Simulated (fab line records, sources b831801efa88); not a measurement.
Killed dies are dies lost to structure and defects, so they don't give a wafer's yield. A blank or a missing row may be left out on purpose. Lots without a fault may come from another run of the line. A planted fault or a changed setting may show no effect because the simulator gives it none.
A struck lot beside a sound one | flow sky130 | 22 steps out of a route of 708
Sound: wafers L896.3, L896.5, L896.6. Struck: wafers L898.4, L898.5, L898.6. The cause comes at the end.
At each step with rows: each side's tool, then ch and its chambers, then its first start. Under that, the readings that differ: sound wafers | struck wafers | difference of the means | sigmas: that difference in standard deviations of wafers without a fault.
alike: readings whose means differ by less than 2 such deviations, and words and numbers that are the same on both sides. not compared: withheld readings, readings that some wafer has no value for, bounds like >300 that may hide the same value, and numbers for which the record gives no deviation and whose values overlap.
The two part at a step that has a row with sigmas, a row that says differs or no value, or rows on one side only. Numbers that don't overlap but have no deviation are shown without sigmas and don't part them. A reading that every wafer of one side lacks parts them only if that side has two wafers or more.

SKY_POLY_GATE_THK_MEAS_21:
  sound on film_metro-03, day 21 03:29; struck on film_metro-02, day 21 19:46
  alike: POLY_GATE_OXIDATION_THK
SKY_POLY_GATE_CD_MEAS_22:
  sound on cd_sem-02, day 21 03:35; struck on cd_sem-02, day 21 19:53
  alike: cd_nm
then, 7 steps without rows for these wafers: SKY_LDD_N_DEHYDRATE_00 (time 60 s); SKY_LDD_N_HMDS_01 (prime time 60 s); SKY_LDD_N_COAT_02 (resist thk 300 nm); SKY_LDD_N_SOFTBAKE_03 (time 60 s); SKY_LDD_N_EXPOSE_04 (exposes mask NTM, target cd 840 nm); SKY_LDD_N_PEB_05; SKY_LDD_N_DEVELOP_06 (develop time 60 s).
SKY_LDD_N_OVL_MEAS_07:
  sound on overlay-01, day 22 09:48; struck on overlay-01, day 23 01:55
  alike: LDD_N_OVL
then, 2 steps without rows for these wafers: SKY_LDD_N_IMPLANT_08; SKY_LDD_N_IMPLANT_09.
SKY_LDD_N_IMPLANT_10:
  sound on implanter-03 ch 0, day 22 10:10; struck on implanter-02 ch 0, day 23 02:19
  reading            | sound                         | struck                       | difference | sigmas
  dose_ions_cm2      | 7.499e+13 7.499e+13 7.499e+13 | 3.62e+13 3.614e+13 3.611e+13 | -3.88e+13  | -99 or more
  faraday_current_uA | 445 409 425                   | 203 205 203                  | -223       | -27
then, 5 steps without rows for these wafers: SKY_LDD_N_IMPLANT_11; SKY_LDD_N_IMPLANT_12; SKY_LDD_N_IMPLANT_13; SKY_LDD_N_IMPLANT_14; SKY_LDD_N_IMPLANT_15.
SKY_LDD_N_STRIP_16: strips in O2/N2.
  sound on plasma_asher-02 ch 0,1, day 22 11:03; struck on plasma_asher-02 ch 0,1, day 23 03:10
  reading                      | sound             | struck            | difference | sigmas
  strip_time_to_endpoint_s (s) | 4.313 4.306 4.316 | 4.191 4.212 4.196 | -0.112     | -6
  alike: drypump_motor_current_A, oes_product_au
  not compared: rf_hours_counter_h
SKY_LDD_N_TW_MEAS_17:
  sound on film_metro-01, day 22 11:08; struck on film_metro-04, day 23 03:16
  reading  | sound          | struck         | difference | sigmas
  LDD_N_TW | 2600 2598 2587 | 2504 2490 2492 | -100       | -6
then, 1 step without rows for these wafers: SKY_LDD_P_DEHYDRATE_00 (time 60 s).
-- the record jumps here: 26 days lie between the struck wafers' starts before and after (it left off in module LDD_P and takes up again in module PAD_OPEN, whose first step shown is number 708 of the route) --
SKY_PAD_OPEN_PROBE_99:
  sound on prober-02, day 48 23:32; struck on prober-02, day 49 04:11
  reading                                    | sound                | struck              | difference | sigmas
  model.etest.tip_n.rs_ohm_sq                | 444.8 443.4 441.6    | 489.5 486.6 485.2   | +43.8      |
  model.etest.nfet_01v8_swapped.vt_sat_v (V) | 0.6418 0.6426 0.6534 | 0.6671 0.6699 0.662 | +0.0204    |
  alike: killed_at_M0_to_M3, killed_at_M4_up, killed_at_contacts, killed_at_front_end, killed_at_other, killed_dies, killed_open, killed_short

WHERE THEY PART
First at SKY_LDD_N_IMPLANT_10; last, within this record, at SKY_LDD_N_TW_MEAS_17. Later steps at which nothing parts them and some readings are alike: SKY_PAD_OPEN_PROBE_99.

WHY: what the simulator had put in
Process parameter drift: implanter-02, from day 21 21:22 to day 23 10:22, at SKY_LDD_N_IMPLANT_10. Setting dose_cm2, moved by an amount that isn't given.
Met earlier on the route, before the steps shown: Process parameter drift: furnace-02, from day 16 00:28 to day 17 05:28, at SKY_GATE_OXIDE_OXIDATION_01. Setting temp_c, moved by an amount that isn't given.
